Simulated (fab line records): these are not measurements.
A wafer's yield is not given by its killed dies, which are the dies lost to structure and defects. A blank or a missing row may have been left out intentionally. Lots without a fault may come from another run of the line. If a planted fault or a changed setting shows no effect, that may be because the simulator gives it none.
fab line records + flow sky130
record:
- lots: 11
- wafers: 33
- last_day: 50
route steps=708 shown METAL5@661 PASSIVATION@682
lots with no fault: from the same line, run without faults
start_h: the number of hours between the record's first day and the start of the first shown wafer of the lot + wait_h: hours from the lot's prior step to this one + " the same as in the row above + L1.1+2: a single row standing in for several wafers + - no value, or no start given + * or withheld: withheld + < > ~ a bound
route shown NAME@n: names a module that has steps shown in the file, with the first one's number in the route + usual: the fault-free wafers' mean and standard deviation + same: alike in all rows + chamber/n: place in a boat + sites: each site's reading + _std_site: the values' standard deviation + _edge_site: inner sites' mean taken away from outer sites' mean + radius_mm: for every site, how far away it sits from the centre of the wafer + mask NAME#n: copy n + behind: the last tool/chamber to shape the wafer + hold: what put the lot on hold/how long, in hours/how the hold closed + device: which transistor (n, p or np) failed to switch + end of line: the same wafers' tests at the end of the route + a step with no rows: only its recipe + killed: not the wafer's yield, but the dies lost to structure and defects at the first sort + map: the dies of a wafer, with x for killed, . for not killed, _ for no die there
set.NAME: the setting that was run; set.NAME@STEP: the one run at that earlier step + model.NAME: the simulator's own value behind a step, which no gauge read
a sample of lots followed through the steps of the route, with each step as a table and each wafer as a row
services: from which hour (start_h, from the record's first day; less than 0 if before it) a tool's chamber was out of use, for how many hours, and why
== steps ==
step: SKY_METAL5_SPUTTER_00
recipe:
- material: Ti
- target_thk_nm: 15
- power_w: 3000
- time_s: 10
- chamber_pressure_pa: 0.4
usual:
- throttle_valve_pct: 29.9/1.2
same:
- time_s: 10
| lot.wafer | tool           | chamber | start_h | wait_h | throttle_valve_pct |
|-----------|----------------|---------|---------|--------|--------------------|
| L692.1    | pvd_sputter-04 | -       | 1013.30 | 0.2    | 28.7               |
| L692.2    | "              | -       | "       | "      | 31.7               |
| L692.3    | "              | -       | "       | "      | 28.6               |
| L694.3    | pvd_sputter-04 | -       | 1022.23 | 0.1    | 28.3               |
| L694.5    | "              | -       | "       | "      | 28.4               |
| L694.6    | "              | -       | "       | "      | 28.4               |
| L696.2    | pvd_sputter-03 | -       | 1031.51 | 0.2    | 29.9               |
| L696.4    | "              | -       | "       | "      | 28.2               |
| L696.5    | "              | -       | "       | "      | 28.2               |
| L695.1    | pvd_sputter-03 | -       | 1045.55 | 0.2    | 29.7               |
| L695.3    | "              | -       | "       | "      | 30.9               |
| L695.4    | "              | -       | "       | "      | 28.2               |
| L697.2    | pvd_sputter-04 | -       | 1054.70 | 0.2    | 28.2               |
| L697.4    | "              | -       | "       | "      | 28.4               |
| L697.5    | "              | -       | "       | "      | 28.2               |
| L700.3    | pvd_sputter-04 | -       | 1074.84 | 0.2    | 28.7               |
| L700.4    | "              | -       | "       | "      | 28.8               |
| L700.6    | "              | -       | "       | "      | 28.6               |
| L702.1    | pvd_sputter-02 | -       | 1086.56 | 0.2    | 29.5               |
| L702.5    | "              | -       | "       | "      | 29.9               |
| L702.6    | "              | -       | "       | "      | 30.0               |
| L709.1    | pvd_sputter-02 | -       | 1116.82 | 0.2    | 30.0               |
| L709.2    | "              | -       | "       | "      | 29.2               |
| L709.5    | "              | -       | "       | "      | 31.6               |
| L710.2    | pvd_sputter-04 | -       | 1120.37 | 0.1    | 28.2               |
| L710.3    | "              | -       | "       | "      | 31.9               |
| L710.6    | "              | -       | "       | "      | 28.5               |
| L712.2    | pvd_sputter-02 | -       | 1129.29 | 0.1    | 30.1               |
| L712.3    | "              | -       | "       | "      | 29.1               |
| L712.6    | "              | -       | "       | "      | 29.5               |
| L713.1    | pvd_sputter-02 | -       | 1135.32 | 0.2    | 29.8               |
| L713.3    | "              | -       | "       | "      | 31.7               |
| L713.5    | "              | -       | "       | "      | 29.3               |
step: SKY_PASSIVATION_THK_MEAS_01
recipe:
- reads: SiO2_of_PASSIVATION_CVD_00
usual:
- PASSIVATION_CVD_00_THK: 89.8/1.2
| lot.wafer | tool          | chamber | start_h | wait_h | PASSIVATION_CVD_00_THK[nm] |
|-----------|---------------|---------|---------|--------|----------------------------|
| L692.1    | film_metro-02 | -       | 1036.49 | -      | 88.0                       |
| L692.2    | "             | -       | "       | "      | 89.3                       |
| L692.3    | "             | -       | "       | "      | 90.4                       |
| L694.3    | film_metro-01 | -       | 1045.37 | -      | 90.1                       |
| L694.5    | "             | -       | "       | "      | 90.9                       |
| L694.6    | "             | -       | "       | "      | 89.5                       |
| L696.2    | film_metro-04 | -       | 1054.51 | -      | 89.8                       |
| L696.4    | "             | -       | "       | "      | 90.3                       |
| L696.5    | "             | -       | "       | "      | 91.2                       |
| L695.1    | film_metro-02 | -       | 1068.26 | -      | 91.5                       |
| L695.3    | "             | -       | "       | "      | 91.2                       |
| L695.4    | "             | -       | "       | "      | 92.5                       |
| L697.2    | film_metro-01 | -       | 1075.84 | -      | 90.2                       |
| L697.4    | "             | -       | "       | "      | 91.9                       |
| L697.5    | "             | -       | "       | "      | 92.2                       |
| L700.3    | film_metro-01 | -       | 1097.56 | -      | 89.1                       |
| L700.4    | "             | -       | "       | "      | 91.4                       |
| L700.6    | "             | -       | "       | "      | 90.8                       |
| L702.1    | film_metro-02 | -       | 1108.20 | -      | 89.4                       |
| L702.5    | "             | -       | "       | "      | 91.0                       |
| L702.6    | "             | -       | "       | "      | 89.6                       |
| L709.1    | film_metro-04 | -       | 1137.95 | -      | 88.9                       |
| L709.2    | "             | -       | "       | "      | 90.0                       |
| L709.5    | "             | -       | "       | "      | 90.0                       |
| L710.2    | film_metro-02 | -       | 1141.31 | -      | 88.2                       |
| L710.3    | "             | -       | "       | "      | 88.0                       |
| L710.6    | "             | -       | "       | "      | 89.3                       |
| L712.2    | film_metro-02 | -       | 1149.98 | -      | 89.2                       |
| L712.3    | "             | -       | "       | "      | 88.3                       |
| L712.6    | "             | -       | "       | "      | 90.4                       |
| L713.1    | film_metro-04 | -       | 1155.85 | -      | 88.1                       |
| L713.3    | "             | -       | "       | "      | 89.2                       |
| L713.5    | "             | -       | "       | "      | 88.4                       |
step: SKY_PASSIVATION_CVD_02
recipe:
- material: Si3N4
- target_thk_nm: 540
- temp_c: 400
- time_s: withheld
- rf_w: 450
usual:
- heater_power_w: 713/140
| lot.wafer | tool     | chamber | start_h | wait_h | heater_power_w |
|-----------|----------|---------|---------|--------|----------------|
| L692.1    | pecvd-04 | 1       | 1036.55 | 0.1    | 812            |
| L692.2    | "        | 0       | "       | "      | 479            |
| L692.3    | "        | 2       | "       | "      | 874            |
| L694.3    | pecvd-04 | 2       | 1045.41 | 0.0    | 751            |
| L694.5    | "        | 2       | "       | "      | 791            |
| L694.6    | "        | 0       | "       | "      | 516            |
| L696.2    | pecvd-01 | 1       | 1054.56 | 0.0    | 671            |
| L696.4    | "        | 1       | "       | "      | 678            |
| L696.5    | "        | 0       | "       | "      | 778            |
| L695.1    | pecvd-01 | 2       | 1068.32 | 0.1    | 588            |
| L695.3    | "        | 1       | "       | "      | 600            |
| L695.4    | "        | 2       | "       | "      | 461            |
| L697.2    | pecvd-04 | 1       | 1075.89 | 0.0    | 813            |
| L697.4    | "        | 0       | "       | "      | 423            |
| L697.5    | "        | 1       | "       | "      | 836            |
| L700.3    | pecvd-01 | 2       | 1097.60 | 0.0    | 584            |
| L700.4    | "        | 2       | "       | "      | 472            |
| L700.6    | "        | 0       | "       | "      | 874            |
| L702.1    | pecvd-03 | 2       | 1108.26 | 0.1    | 684            |
| L702.5    | "        | 2       | "       | "      | 570            |
| L702.6    | "        | 0       | "       | "      | 767            |
| L709.1    | pecvd-01 | 2       | 1138.01 | 0.1    | 534            |
| L709.2    | "        | 0       | "       | "      | 908            |
| L709.5    | "        | 0       | "       | "      | 941            |
| L710.2    | pecvd-03 | 1       | 1141.36 | 0.0    | 727            |
| L710.3    | "        | 0       | "       | "      | 820            |
| L710.6    | "        | 1       | "       | "      | 758            |
| L712.2    | pecvd-03 | 1       | 1150.03 | 0.0    | 747            |
| L712.3    | "        | 0       | "       | "      | 819            |
| L712.6    | "        | 2       | "       | "      | 677            |
| L713.1    | pecvd-03 | 1       | 1155.91 | 0.1    | 813            |
| L713.3    | "        | 2       | "       | "      | 661            |
| L713.5    | "        | 1       | "       | "      | 676            |
step: SKY_PASSIVATION_THK_MEAS_03
recipe:
- reads: Si3N4_of_PASSIVATION_CVD_02
usual:
- PASSIVATION_CVD_02_THK: 541/6.9
| lot.wafer | tool          | chamber | start_h | wait_h | hold                     | PASSIVATION_CVD_02_THK[nm] |
|-----------|---------------|---------|---------|--------|--------------------------|----------------------------|
| L692.1    | film_metro-01 | -       | 1036.77 | -      | -                        | 531                        |
| L692.2    | "             | -       | "       | "      | -                        | 548                        |
| L692.3    | "             | -       | "       | "      | -                        | 531                        |
| L694.3    | film_metro-04 | -       | 1045.66 | -      | -                        | 525                        |
| L694.5    | "             | -       | "       | "      | -                        | 535                        |
| L694.6    | "             | -       | "       | "      | -                        | 550                        |
| L696.2    | film_metro-02 | -       | 1054.80 | -      | -                        | 532                        |
| L696.4    | "             | -       | "       | "      | -                        | 537                        |
| L696.5    | "             | -       | "       | "      | -                        | 544                        |
| L695.1    | film_metro-02 | -       | 1068.55 | -      | -                        | 533                        |
| L695.3    | "             | -       | "       | "      | -                        | 534                        |
| L695.4    | "             | -       | "       | "      | -                        | 540                        |
| L697.2    | film_metro-02 | -       | 1076.12 | -      | -                        | 538                        |
| L697.4    | "             | -       | "       | "      | -                        | 550                        |
| L697.5    | "             | -       | "       | "      | -                        | 544                        |
| L700.3    | film_metro-02 | -       | 1097.84 | -      | -                        | 530                        |
| L700.4    | "             | -       | "       | "      | -                        | 544                        |
| L700.6    | "             | -       | "       | "      | -                        | 546                        |
| L702.1    | film_metro-04 | -       | 1108.49 | -      | -                        | 532                        |
| L702.5    | "             | -       | "       | "      | -                        | 542                        |
| L702.6    | "             | -       | "       | "      | -                        | 549                        |
| L709.1    | film_metro-01 | -       | 1138.23 | -      | await_dispo/0.2h/release | 537                        |
| L709.2    | "             | -       | "       | "      | await_dispo/0.2h/release | 536                        |
| L709.5    | "             | -       | "       | "      | await_dispo/0.2h/release | 581                        |
| L709.1    | film_metro-01 | -       | 1138.46 | 0.2    | -                        | 538                        |
| L709.2    | "             | -       | "       | "      | -                        | 537                        |
| L709.5    | "             | -       | "       | "      | -                        | 580                        |
| L710.2    | film_metro-02 | -       | 1141.59 | -      | -                        | 543                        |
| L710.3    | "             | -       | "       | "      | -                        | 540                        |
| L710.6    | "             | -       | "       | "      | -                        | 547                        |
| L712.2    | film_metro-02 | -       | 1150.27 | -      | -                        | 542                        |
| L712.3    | "             | -       | "       | "      | -                        | 542                        |
| L712.6    | "             | -       | "       | "      | -                        | 537                        |
| L713.1    | film_metro-04 | -       | 1156.14 | -      | -                        | 542                        |
| L713.3    | "             | -       | "       | "      | -                        | 527                        |
| L713.5    | "             | -       | "       | "      | -                        | 551                        |
step: SKY_PASSIVATION_STRIP_12
recipe:
- chemistry: O2/N2
- power_w: 1400
- pressure_mtorr: 1500
- platen_temp_c: withheld
- overash_fraction: 0.7
- o2_flow_sccm: 3000
- n2_flow_sccm: 300
usual:
- drypump_motor_current_A: 5.6/0.43
- n2_flow_sccm: 300.1/1
- oes_product_au: 0.661/0.0044
- strip_time_to_endpoint_s: 31.50/0.14
| lot.wafer | tool            | chamber | start_h | wait_h | drypump_motor_current_A | n2_flow_sccm | oes_product_au | rf_hours_counter_h | strip_time_to_endpoint_s |
|-----------|-----------------|---------|---------|--------|-------------------------|--------------|----------------|--------------------|--------------------------|
| L692.1    | plasma_asher-02 | 0       | 1057.82 | 0.1    | 6.2                     | 300.3        | 0.656          | 62                 | 31.31                    |
| L692.2    | "               | 1       | "       | "      | 5.4                     | 299.5        | 0.655          | 62                 | 31.29                    |
| L692.3    | "               | 0       | "       | "      | 6.2                     | 299.7        | 0.662          | -                  | 31.39                    |
| L694.3    | plasma_asher-02 | 1       | 1067.10 | 0.1    | 5.4                     | 299.0        | 0.660          | -                  | 31.64                    |
| L694.5    | "               | 0       | "       | "      | 6.2                     | 301.6        | 0.650          | -                  | 31.71                    |
| L694.6    | "               | 1       | "       | "      | 5.4                     | 301.3        | 0.666          | -                  | 31.55                    |
| L696.2    | plasma_asher-03 | 0       | 1076.21 | 0.1    | 5.0                     | 298.0        | 0.666          | 2                  | 31.29                    |
| L696.4    | "               | 1       | "       | "      | 5.9                     | 301.9        | 0.656          | -                  | 31.38                    |
| L696.5    | "               | 1       | "       | "      | 5.8                     | 301.6        | 0.666          | -                  | 31.37                    |
| L695.1    | plasma_asher-03 | 0       | 1089.71 | 0.1    | 5.0                     | 301.2        | 0.658          | 3                  | 31.60                    |
| L695.3    | "               | 1       | "       | "      | 5.8                     | 299.3        | 0.655          | -                  | 31.30                    |
| L695.4    | "               | 0       | "       | "      | 4.9                     | 301.1        | 0.662          | -                  | 31.38                    |
| L697.2    | plasma_asher-03 | 0       | 1097.01 | 0.1    | 5.0                     | 299.0        | 0.669          | 4                  | 31.38                    |
| L697.4    | "               | 1       | "       | "      | 5.9                     | 298.6        | 0.657          | -                  | 31.45                    |
| L697.5    | "               | 0       | "       | "      | 4.9                     | 299.7        | 0.664          | -                  | 31.59                    |
| L700.3    | plasma_asher-02 | 1       | 1117.55 | 0.1    | 5.5                     | 299.3        | 0.653          | -                  | 31.41                    |
| L700.4    | "               | 0       | "       | "      | 6.2                     | 299.2        | 0.654          | -                  | 31.54                    |
| L700.6    | "               | 0       | "       | "      | 6.2                     | 298.6        | 0.661          | -                  | 31.42                    |
| L702.1    | plasma_asher-03 | 0       | 1128.62 | 0.1    | 5.0                     | 300.1        | 0.664          | 7                  | 31.17                    |
| L702.5    | "               | 0       | "       | "      | 5.0                     | 300.3        | 0.663          | -                  | 31.13                    |
| L702.6    | "               | 1       | "       | "      | 5.8                     | 300.1        | 0.670          | -                  | 31.20                    |
| L709.1    | plasma_asher-02 | 0       | 1156.87 | 0.1    | 6.2                     | 300.5        | 0.661          | 70                 | 31.73                    |
| L709.2    | "               | 1       | "       | "      | 5.4                     | 300.1        | 0.663          | 70                 | 31.45                    |
| L709.5    | "               | 1       | "       | "      | 5.4                     | 298.6        | 0.659          | -                  | 31.49                    |
| L710.2    | plasma_asher-02 | 1       | 1159.67 | 0.1    | 5.4                     | 301.3        | 0.663          | 70                 | 31.56                    |
| L710.3    | "               | 1       | "       | "      | 5.5                     | 300.5        | 0.662          | -                  | 31.52                    |
| L710.6    | "               | 1       | "       | "      | 5.4                     | 300.0        | 0.666          | -                  | 31.52                    |
| L712.2    | plasma_asher-04 | 0       | 1167.27 | 0.1    | 5.8                     | 301.3        | 0.662          | 103                | 31.51                    |
| L712.3    | "               | 1       | "       | "      | 5.4                     | 300.2        | 0.665          | -                  | 31.35                    |
| L712.6    | "               | 1       | "       | "      | 5.3                     | 300.9        | 0.662          | -                  | 31.55                    |
| L713.1    | plasma_asher-02 | 0       | 1173.22 | 0.1    | 6.2                     | 299.9        | 0.660          | 72                 | 31.41                    |
| L713.3    | "               | 0       | "       | "      | 6.2                     | 298.8        | 0.668          | -                  | 31.33                    |
| L713.5    | "               | 0       | "       | "      | 6.2                     | 298.8        | 0.664          | -                  | 31.22                    |
== services ==
| tool            | chamber | start_h | hours | kind                   |
|-----------------|---------|---------|-------|------------------------|
| pvd_sputter-02  | -       | 1019.72 | 1.9   | repair                 |
| pecvd-01        | 2       | 1021.58 | 2.1   | scheduled_down         |
| pvd_sputter-04  | 1       | 1022.40 | -     | consumable_replace:kit |
| pvd_sputter-04  | 1       | 1022.40 | 18.0  | scheduled_down         |
| pvd_sputter-04  | 1       | 1022.40 | 18.0  | vent_cycle             |
| pvd_sputter-02  | 3       | 1026.30 | -     | consumable_replace:kit |
| pvd_sputter-02  | 3       | 1026.30 | 18.0  | scheduled_down         |
| pvd_sputter-02  | 3       | 1026.30 | 18.0  | vent_cycle             |
| plasma_asher-03 | -       | 1029.53 | 2.1   | repair                 |
| pecvd-03        | 2       | 1031.07 | 5.5   | scheduled_down         |
| plasma_asher-03 | -       | 1055.25 | 9.0   | pm                     |
| plasma_asher-03 | 0       | 1055.25 | 9.0   | vent_cycle             |
| pecvd-04        | -       | 1061.54 | 6.0   | pm                     |
| plasma_asher-02 | -       | 1074.96 | 18.7  | repair                 |
| pvd_sputter-02  | -       | 1079.61 | 3.6   | repair                 |
| plasma_asher-02 | -       | 1106.93 | 0.6   | repair                 |
| pvd_sputter-03  | -       | 1108.67 | 12.4  | repair                 |
| plasma_asher-02 | -       | 1128.69 | 4.8   | repair                 |
| pecvd-04        | -       | 1134.05 | 14.6  | pm                     |
| pvd_sputter-04  | 0       | 1153.68 | -     | consumable_replace:kit |
| pvd_sputter-04  | 0       | 1153.68 | 18.0  | scheduled_down         |
| pvd_sputter-04  | 0       | 1153.68 | 18.0  | vent_cycle             |
| pvd_sputter-04  | -       | 1162.91 | 0.5   | repair                 |
| pvd_sputter-02  | -       | 1163.28 | 3.8   | repair                 |
== key ==
first_sign:
- step: SKY_PASSIVATION_THK_MEAS_03
- reading: visit
- direction: added
effect:
- step: SKY_PASSIVATION_THK_MEAS_03
- reading: PASSIVATION_CVD_02_THK
- direction: up
- sigmas: 5.8
- usual: 541
- struck: 581
met_at SKY_PASSIVATION_CVD_02
struck_lots L709
struck_wafers L709.5
not_acting_at SKY_METAL5_SPUTTER_00,SKY_PASSIVATION_THK_MEAS_01,SKY_PASSIVATION_STRIP_12
onset_between 1097.60 1138.01
fault:
- kind: process_parameter_drift
- tool: pecvd-01
- chamber: -
- onset_h: 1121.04
- steps: SKY_PASSIVATION_CVD_02
- channel: time_s
- offset: withheld
- shape: step
- end_h: 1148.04
- scope: struck_wafers_only
- acts_in: *
